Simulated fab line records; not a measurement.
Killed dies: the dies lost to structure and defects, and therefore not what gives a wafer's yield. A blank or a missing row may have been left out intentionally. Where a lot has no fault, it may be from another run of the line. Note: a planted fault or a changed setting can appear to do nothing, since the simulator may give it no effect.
One fault through the eyes of 2 desks -- flow gf180mcu -- only its own numbers are on each desk; what lay behind them is given at the end

== DESK OF THE TOOL OWNER: rie-diel-04 ==
The tool's own readings at GF_PASSIVATION_ETCH_11 (etches the open film in CF4/O2, stops on TiN, target depth 2040 nm, time 453.3 s): means of the sampled wafers that have a number, for each lot that ran on this tool. Any lot whose mean is over 4 standard deviations away from the usual mean is out of limits and marked OUT; that distance is given in the brackets.
Columns: A = drypump-motor-current-A at GF_PASSIVATION_ETCH_11, usual 5.7 A; B = oes-product-au at GF_PASSIVATION_ETCH_11, usual 0.989 a.u.; C = throttle-valve-pct at GF_PASSIVATION_ETCH_11, usual 5.968 %
lot,first seen here,A,B,C
L238,day 29 05:06,6.3,0.984,5.970
L240,day 29 20:53,5.6,0.963 (-5.1) OUT,5.965
L241,day 30 02:56,5.7,0.969,5.968
L251,day 32 19:56,5.7,0.992,5.965
L253,day 33 13:14,5.7,0.989,5.971
L257,day 34 08:02,6.0,0.989,5.961
L258,day 34 12:02,5.9,0.991,5.971
Finding of this desk: L240 out of limits; the first was L240 at day 29 20:53, on oes-product-au at GF_PASSIVATION_ETCH_11. In limits: L238, L241, L251, L253, L257, L258.

== THE METROLOGY DESK ==
Lot by lot, what the gauges showed, no matter which tool ran the lot: averages of those sampled wafers that carry a number. Any lot whose mean is over 4 standard deviations away from the usual mean is out of limits and marked OUT; that distance is given in the brackets.
Columns: A = V5_CVD_00_THK at GF_V5_THK_MEAS_01, usual 300.7 nm
lot,first seen here,A
L238,day 26 14:58,301.0
L240,day 27 08:14,304.7
L241,day 27 13:32,300.9
L251,day 30 12:56,305.8
L253,day 31 08:27,305.7
L254,day 31 09:14,300.8
L255,day 31 14:23,301.6
L256,day 31 21:06,301.2
L257,day 32 05:28,298.1
L258,day 32 09:16,298.9
L259,day 32 15:35,299.0
L260,day 32 18:25,300.2
This desk's verdict: no lot among the 12 shows anything out of limits.

== TAKEN TOGETHER ==
An alarm could have come from the tool owner's desk at day 29 20:53, on L240.
Nothing out of limits was seen by the metrology desk.
The metrology desk has L240 on record, within its limits.
All the named lots went through GF_PASSIVATION_ETCH_11 on rie-diel-04.

== WHAT HAD BEEN PUT IN BY THE SIMULATOR ==
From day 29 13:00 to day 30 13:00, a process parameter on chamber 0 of rie-diel-04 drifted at GF_PASSIVATION_ETCH_11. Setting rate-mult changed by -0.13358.
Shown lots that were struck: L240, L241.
Delay in hours, fault start to first out-of-limits reading, by desk: the tool owner's desk at 8.
